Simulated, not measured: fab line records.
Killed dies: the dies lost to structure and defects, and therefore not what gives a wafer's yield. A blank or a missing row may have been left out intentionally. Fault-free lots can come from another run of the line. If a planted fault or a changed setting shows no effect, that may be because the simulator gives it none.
fab line records	flow gf180mcu
record lots=11	wafers=33	last_day=34
route steps=602 shown V3@430 V4@478
lots that met no fault: from a run of the same line without faults
start_h: hours from the record's opening day to when the first of the lot's shown wafers began	wait_h: how many hours have passed since the lot's step before this one	" as in the row above	L1.1+2: several wafers, shown together as one row	- value missing, or start not given	* or withheld: withheld	< > ~ a bound
route shown NAME@n: NAME is a module with steps in the file, n the number in the route of the first one	usual: average and standard deviation across the fault-free wafers	same: alike in all rows	chamber/n: place in a boat	sites: the reading at each site	_std_site: the standard deviation of these	_edge_site: mean of outer sites minus mean of inner sites	radius_mm: for every site, how far away it sits from the centre of the wafer	mask NAME#n: copy n	behind: the tool/chamber that last shaped the wafer	hold: why the lot went on hold/how many hours it stayed there/how the hold came to an end	device: transistor that didn't switch, given as n, p or np	end of line: the tests these same wafers got at the end of their route	a step with no rows: only its recipe	killed: dies that structure and defects cost at the first sort, which is not the same as the wafer's yield	map: shows each die of a wafer: x if killed, . if not, _ if none is there
set.NAME: the setting as run; set.NAME@STEP: as run at that earlier step	model.NAME: the simulator's own value behind a step, which no gauge read
route steps across a sampled set of lots; one table per step, one row per wafer
services: the hour from which a tool's chamber was out of use, counted from the record's first day as start_h (under 0 if before that day), plus the number of hours and why
## steps
# step GF_V3_THK_MEAS_01
# recipe reads=SiO2_of_V3_CVD_00
# usual V3_CVD_00_THK=603/5.6
lot.wafer	tool	chamber	start_h	wait_h	V3_CVD_00_THK[nm]
L804.2	film_metro-03	-	490.73	0.0	597
L804.4	"	-	"	"	596
L804.5	"	-	"	"	600
L806.1	film_metro-01	-	506.77	0.0	612
L806.3	"	-	"	"	607
L806.6	"	-	"	"	609
L807.2	film_metro-03	-	510.67	0.0	606
L807.3	"	-	"	"	616
L807.5	"	-	"	"	611
L812.2	film_metro-03	-	555.07	0.0	602
L812.3	"	-	"	"	592
L812.6	"	-	"	"	595
L815.1	film_metro-03	-	581.25	0.0	607
L815.3	"	-	"	"	602
L815.6	"	-	"	"	607
L816.1	film_metro-01	-	588.40	0.0	587
L816.3	"	-	"	"	604
L816.6	"	-	"	"	590
L818.1	film_metro-04	-	608.59	0.0	604
L818.3	"	-	"	"	607
L818.5	"	-	"	"	609
L821.1	film_metro-04	-	638.30	0.0	603
L821.4	"	-	"	"	601
L821.6	"	-	"	"	602
L822.4	film_metro-01	-	644.68	0.0	602
L822.5	"	-	"	"	614
L822.6	"	-	"	"	602
L823.1	film_metro-04	-	652.76	0.0	594
L823.5	"	-	"	"	596
L823.6	"	-	"	"	600
L824.1	film_metro-01	-	655.97	0.0	600
L824.4	"	-	"	"	598
L824.5	"	-	"	"	603
# step GF_V3_ETCH_16
# recipe chemistry=N2/H2	target_depth_a=withheld	overetch_a=withheld	time_s=withheld	target=BARC	ion_energy_ev=200	source_w=500	bias_w=100	pressure_mtorr=30	n2_flow_sccm=100	h2_flow_sccm=200
# usual drypump_motor_current_A=5.9/0.38	h2_flow_sccm=200.1/0.62	oes_product_au=0.856/0.0047	throttle_valve_pct=13.225/0.0099
lot.wafer	tool	chamber	start_h	wait_h	drypump_motor_current_A	h2_flow_sccm	oes_product_au	throttle_valve_pct
L804.2	rie_diel-02	0	514.94	0.0	6.2	200.2	0.852	13.209
L804.4	"	3	"	"	5.2	200.5	0.862	13.229
L804.5	"	2	"	"	6.4	199.8	0.857	13.232
L806.1	rie_diel-02	3	531.14	0.0	5.2	199.5	0.863	13.211
L806.3	"	0	"	"	6.2	200.4	0.857	13.227
L806.6	"	2	"	"	6.4	200.5	0.856	13.237
L807.2	rie_diel-02	3	533.61	0.0	5.3	200.4	0.857	13.229
L807.3	"	2	"	"	6.4	199.9	0.855	13.214
L807.5	"	2	"	"	6.4	199.1	0.856	13.229
L812.2	rie_diel-04	3	577.59	0.0	5.4	199.2	0.856	13.210
L812.3	"	1	"	"	6.0	199.0	0.853	13.225
L812.6	"	2	"	"	6.1	200.4	0.853	13.211
L815.1	rie_diel-03	3	602.79	0.0	6.4	199.7	0.854	13.218
L815.3	"	0	"	"	5.8	200.3	0.856	13.233
L815.6	"	1	"	"	6.1	200.2	0.858	13.216
L816.1	rie_diel-03	0	610.29	0.0	5.8	200.2	0.856	13.223
L816.3	"	1	"	"	6.0	200.3	0.853	13.221
L816.6	"	3	"	"	6.4	199.2	0.856	13.229
L818.1	rie_diel-03	1	630.84	0.0	6.1	200.4	0.863	13.228
L818.3	"	3	"	"	6.4	199.4	0.848	13.239
L818.5	"	2	"	"	5.5	199.8	0.859	13.240
L821.1	rie_diel-04	2	659.24	0.0	6.0	200.6	0.848	13.220
L821.4	"	3	"	"	5.4	199.9	0.851	13.213
L821.6	"	2	"	"	6.0	199.8	0.856	13.232
L822.4	rie_diel-02	3	665.29	0.0	5.3	200.4	0.847	13.230
L822.5	"	2	"	"	6.4	199.3	0.848	13.222
L822.6	"	3	"	"	5.2	200.3	0.846	13.234
L823.1	rie_diel-02	0	673.06	0.0	6.2	200.3	0.854	13.216
L823.5	"	1	"	"	5.4	200.5	0.854	13.238
L823.6	"	0	"	"	6.2	200.8	0.864	13.237
L824.1	rie_diel-03	1	675.89	0.0	6.1	200.4	0.856	13.216
L824.4	"	3	"	"	6.4	200.6	0.851	13.200
L824.5	"	2	"	"	5.5	199.1	0.859	13.229
# step GF_V3_ETCH_17
# recipe chemistry=C4F8/O2/Ar	mask_material=KrF	target=SiO2	stop_on=TiN	source_w=1500	bias_w=1200	pressure_mtorr=40	c4f8_flow_sccm=withheld	O2_flow_sccm=6	Ar_flow_sccm=300	time_s=withheld	target_depth_a=6350
# usual oes_product_au=0.856/0.0047
lot.wafer	tool	chamber	start_h	wait_h	oes_product_au
L804.2	rie_diel-02	0	-	-	0.853
L804.4	"	3	"	"	0.856
L804.5	"	2	"	"	0.857
L806.1	rie_diel-02	3	-	-	0.854
L806.3	"	0	"	"	0.860
L806.6	"	2	"	"	0.852
L807.2	rie_diel-02	3	-	-	0.855
L807.3	"	2	"	"	0.862
L807.5	"	2	"	"	0.855
L812.2	rie_diel-04	3	-	-	0.854
L812.3	"	1	"	"	0.861
L812.6	"	2	"	"	0.863
L815.1	rie_diel-03	3	-	-	0.861
L815.3	"	0	"	"	0.851
L815.6	"	1	"	"	0.855
L816.1	rie_diel-03	0	-	-	0.862
L816.3	"	1	"	"	0.855
L816.6	"	3	"	"	0.853
L818.1	rie_diel-03	1	-	-	0.852
L818.3	"	3	"	"	0.860
L818.5	"	2	"	"	0.855
L821.1	rie_diel-04	2	-	-	0.853
L821.4	"	3	"	"	0.855
L821.6	"	2	"	"	0.849
L822.4	rie_diel-02	3	-	-	0.855
L822.5	"	2	"	"	0.852
L822.6	"	3	"	"	0.861
L823.1	rie_diel-02	0	-	-	0.853
L823.5	"	1	"	"	0.856
L823.6	"	0	"	"	0.857
L824.1	rie_diel-03	1	-	-	0.850
L824.4	"	3	"	"	0.848
L824.5	"	2	"	"	0.864
# step GF_V4_CVD_02
# recipe material=SiO2	target_thk_nm=850	precursor=TEOS	temp_c=400	time_s=94.851	rf_w=600
# usual heater_power_w=650/71	rf_fwd_power_W=595.7/1.9
lot.wafer	tool	chamber	start_h	wait_h	heater_power_w	rf_fwd_power_W
L804.2	pecvd-04	1	539.99	0.0	750	596.5
L804.4	"	0	"	"	501	597.2
L804.5	"	1	"	"	659	597.2
L806.1	pecvd-02	2	556.11	0.1	701	594.8
L806.3	"	1	"	"	642	596.9
L806.6	"	2	"	"	740	595.2
L807.2	pecvd-03	0	558.50	0.0	635	593.0
L807.3	"	1	"	"	578	593.7
L807.5	"	2	"	"	637	593.3
L812.2	pecvd-04	0	602.22	0.0	482	599.2
L812.3	"	1	"	"	725	595.8
L812.6	"	0	"	"	513	598.5
L815.1	pecvd-04	0	627.09	0.1	484	596.1
L815.3	"	2	"	"	594	597.1
L815.6	"	1	"	"	685	691.3
L816.1	pecvd-04	0	633.11	0.1	544	593.4
L816.3	"	1	"	"	579	692.6
L816.6	"	1	"	"	629	691.5
L818.1	pecvd-03	0	653.50	0.1	729	593.9
L818.3	"	2	"	"	706	595.0
L818.5	"	0	"	"	574	595.5
L821.1	pecvd-02	0	681.67	0.1	611	595.4
L821.4	"	1	"	"	645	595.3
L821.6	"	2	"	"	735	591.8
L822.4	pecvd-03	2	687.15	0.1	702	596.8
L822.5	"	0	"	"	648	594.7
L822.6	"	1	"	"	687	594.6
L823.1	pecvd-04	2	694.86	0.1	647	597.7
L823.5	"	2	"	"	510	596.5
L823.6	"	1	"	"	689	597.4
L824.1	pecvd-03	1	697.41	0.1	673	596.4
L824.4	"	1	"	"	675	596.5
L824.5	"	2	"	"	572	595.3
# step GF_V4_THK_MEAS_03
# recipe reads=SiO2_of_V4_CVD_02
# usual V4_CVD_02_THK=848/11
lot.wafer	tool	chamber	start_h	wait_h	V4_CVD_02_THK[nm]
L804.2	film_metro-03	-	540.11	0.1	837
L804.4	"	-	"	"	837
L804.5	"	-	"	"	849
L806.1	film_metro-01	-	556.18	0.0	850
L806.3	"	-	"	"	845
L806.6	"	-	"	"	867
L807.2	film_metro-01	-	558.58	0.0	827
L807.3	"	-	"	"	837
L807.5	"	-	"	"	837
L812.2	film_metro-01	-	602.30	0.0	836
L812.3	"	-	"	"	833
L812.6	"	-	"	"	848
L815.1	film_metro-02	-	627.16	0.0	835
L815.3	"	-	"	"	849
L815.6	"	-	"	"	898
L816.1	film_metro-03	-	633.18	0.0	838
L816.3	"	-	"	"	875
L816.6	"	-	"	"	897
L818.1	film_metro-01	-	653.57	0.0	845
L818.3	"	-	"	"	839
L818.5	"	-	"	"	858
L821.1	film_metro-02	-	681.75	0.0	833
L821.4	"	-	"	"	867
L821.6	"	-	"	"	856
L822.4	film_metro-01	-	687.21	0.0	850
L822.5	"	-	"	"	851
L822.6	"	-	"	"	848
L823.1	film_metro-03	-	694.93	0.0	864
L823.5	"	-	"	"	875
L823.6	"	-	"	"	861
L824.1	film_metro-03	-	697.48	0.0	839
L824.4	"	-	"	"	856
L824.5	"	-	"	"	866
# step GF_V4_CMP_04
# recipe material=SiO2	down_force_psi=4	platen_rpm=60	pad_velocity_m_s=0.94248
# usual edge_zone_pressure_frac=0.999/0.0049	motor_current_A=12.2/1.4	time_to_endpoint_s=80/5.2
lot.wafer	tool	chamber	start_h	wait_h	edge_zone_pressure_frac	motor_current_A	time_to_endpoint_s
L804.2	cmp-01	3	540.21	0.1	1.002	12.2	72
L804.4	"	0	"	"	1.002	12.7	78
L804.5	"	3	"	"	0.997	12.1	78
L806.1	cmp-01	0	556.29	0.1	0.999	11.8	81
L806.3	"	1	"	"	0.999	11.1	77
L806.6	"	3	"	"	0.996	11.5	85
L807.3	cmp-02	0	558.63	0.0	1.005	13.6	77
L807.2	"	3	"	"	1.006	13.2	74
L807.5	"	0	"	"	0.997	13.0	78
L812.3	cmp-02	3	602.40	0.1	0.999	13.5	75
L812.2	"	1	"	"	0.997	10.1	74
L812.6	"	2	"	"	0.995	15.1	74
L815.1	cmp-01	2	627.27	0.1	1.001	11.3	77
L815.3	"	3	"	"	0.998	12.4	82
L815.6	"	2	"	"	1.005	11.5	97
L816.1	cmp-01	3	633.24	0.1	0.995	13.0	78
L816.3	"	0	"	"	1.000	12.3	95
L816.6	"	0	"	"	1.004	12.3	106
L818.1	cmp-01	1	653.63	0.1	0.992	10.7	82
L818.3	"	2	"	"	1.001	11.4	76
L818.5	"	2	"	"	1.006	10.9	82
L821.4	cmp-01	2	681.81	0.0	0.997	10.7	78
L821.1	"	3	"	"	0.997	11.3	71
L821.6	"	2	"	"	0.996	10.9	79
L822.4	cmp-02	3	687.29	0.1	1.010	14.0	83
L822.6	"	2	"	"	1.002	14.2	81
L822.5	"	3	"	"	1.006	13.6	85
L823.1	cmp-02	3	695.04	0.1	1.004	12.8	90
L823.6	"	2	"	"	0.999	14.9	81
L823.5	"	3	"	"	0.998	13.3	93
L824.4	cmp-01	3	697.54	0.0	0.995	11.7	82
L824.1	"	2	"	"	1.002	12.4	69
L824.5	"	3	"	"	0.998	12.8	86
## services
tool	chamber	start_h	hours	kind
rie_diel-04	1	499.35	2.6	repair
cmp-01	-	503.22	1.5	repair
cmp-02	-	525.08	1.7	repair
pecvd-04	2	538.19	5.3	repair
cmp-01	-	572.00	4.0	pm
cmp-02	-	577.81	0.6	repair
cmp-02	-	579.36	2.0	repair
rie_diel-04	0	590.24	18.5	repair
pecvd-03	-	591.12	14.0	pm
pecvd-02	2	591.93	7.0	repair
cmp-02	-	605.14	10.5	pm
cmp-01	-	615.76	7.2	pm
rie_diel-03	1	616.19	1.7	repair
cmp-02	-	625.64	9.0	pm
rie_diel-02	-	627.31	0.4	repair
rie_diel-02	3	627.75	7.3	repair
rie_diel-04	1	637.45	11.3	repair
cmp-02	-	640.81	0.7	repair
cmp-02	-	642.69	4.5	repair
cmp-01	-	663.78	8.6	pm
cmp-01	-	676.24	1.2	repair
rie_diel-02	0	683.57	11.2	repair
rie_diel-04	1	688.61	13.8	repair
pecvd-04	-	696.26	2.8	pm
## key
first_sign step=GF_V4_CVD_02	reading=rf_fwd_power_W	direction=up	sigmas=52	usual=595.7	struck=691.8
effect step=GF_V4_THK_MEAS_03	reading=V4_CVD_02_THK	direction=up	sigmas=3.6	usual=848	struck=890
effect step=GF_V4_CMP_04	reading=time_to_endpoint_s	direction=up	sigmas=3.8	usual=*	struck=*
met_at GF_V4_CVD_02
struck_lots L815,L816
struck_wafers L815.6,L816.3,L816.6
not_acting_at GF_V3_THK_MEAS_01,GF_V3_ETCH_16,GF_V3_ETCH_17
onset_between 602.22 627.09
fault kind=process_parameter_drift	tool=pecvd-04	chamber=1	onset_h=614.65	steps=GF_V4_CVD_02	channel=rf_w	offset=96	shape=step	end_h=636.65	acts_in=these_recipes_only	stated=600
